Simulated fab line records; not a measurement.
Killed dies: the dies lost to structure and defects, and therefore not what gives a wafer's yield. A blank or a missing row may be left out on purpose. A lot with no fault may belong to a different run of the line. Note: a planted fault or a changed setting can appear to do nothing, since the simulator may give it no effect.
Problem report in the 8D (eight disciplines) form, filled by code + flow sky130 + the parts of the form that need people (team, actions taken, sign-off) are left out

== 1. WHAT IS WRONG ==
At SKY_METAL5_SPUTTER_01, cathodeDcPowerW averages 6669.1 W over 3 wafers from 2 lots, while fault-free wafers read 6500.1 W, standard deviation 1.2. That is +99 or more standard deviations from the usual mean.
The step: material TiN, target thk 20 nm, time 16.7 s.
First observed at day 45 20:46: wafer L197.2, on pvdSputter-01. The record has a number at this step for 39 wafers belonging to 13 lots. Rule for "out", or "out of limits": more than 4 standard deviations from the usual mean. All remaining wafers that have a number are taken as sound.

== 2. WHAT IT IS, AND WHAT IT ISN'T ==
| question                    | is                     | is not                                                                                       |
|-----------------------------|------------------------|----------------------------------------------------------------------------------------------|
| which readings at this step | cathodeDcPowerW        | throttleValvePct                                                                             |
| which lots                  | L197, L199             | L186, L187, L188, L191, L192, L194, L195, L206, L207, L208, L209                             |
| which wafers of those lots  | L197.2, L197.4, L199.2 | L197.1, L199.1, L199.3                                                                       |
| read on which tools         | pvdSputter-01          | pvdSputter-02, pvdSputter-03                                                                 |
| when                        | from day 45 20:46      | up to then (22 sound wafers); but 14 sound wafers of L199, L206, L207, L208, L209 came after |

== 3. THE SUSPECTS, EACH WITH WHAT RULES IT OUT ==
Counting: a tool at a process step up to the reading stays a suspect if it ran every lot that is out. Sound lots after the first of them don't rule it out here, since some wafers of a struck lot are sound.
- pvdSputter-01 at SKY_METAL5_SPUTTER_01 (material TiN, target thk 20 nm, time 16.7 s): kept. It ran every lot that is out, first L197 (day 45 20:46); its last sound lot up to then is L195 (day 45 08:12). Its own cathodeDcPowerW readings are out on those wafers.
Remaining after the count: pvdSputter-01 at SKY_METAL5_SPUTTER_01.

== 4. THE CAUSE (what the simulator had put in) ==
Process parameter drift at SKY_METAL5_SPUTTER_01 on pvdSputter-01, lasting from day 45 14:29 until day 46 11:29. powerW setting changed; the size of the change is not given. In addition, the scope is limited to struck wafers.
This tool alone remained once counting was done.

== 5. SEQUENCE OF EFFECTS, ordered by route ==
Each row: a reading whose mean over the struck wafers that have a number lies more than 3 standard deviations from the usual. Readings are gone through only where the record gives a usual standard deviation; hours: the median, over the lots, of the time from a lot's start at the first step in this table giving one to that lot's start at this step; sigmas: the change measured in usual standard deviations.
| hours | step                  | reading         | usual    | on struck wafers | change | sigmas      |
|-------|-----------------------|-----------------|----------|------------------|--------|-------------|
| 0     | SKY_METAL5_SPUTTER_01 | cathodeDcPowerW | 6500.1 W | 6669.1           | +169.0 | +99 or more |
Here are the process steps it includes:
- SKY_METAL5_SPUTTER_01: material TiN, target thk 20 nm, time 16.7 s.
Later measuring or inspecting steps at which every struck wafer that the step has a row for has a number for every such reading, and none has moved that far: SKY_PASSIVATION_THK_MEAS_01.

== 6. WHAT WOULD HAVE CAUGHT IT SOONER ==
6 hours passed between the start of the fault at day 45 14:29 and the first reading out of limits in this record, taken at day 45 20:46.
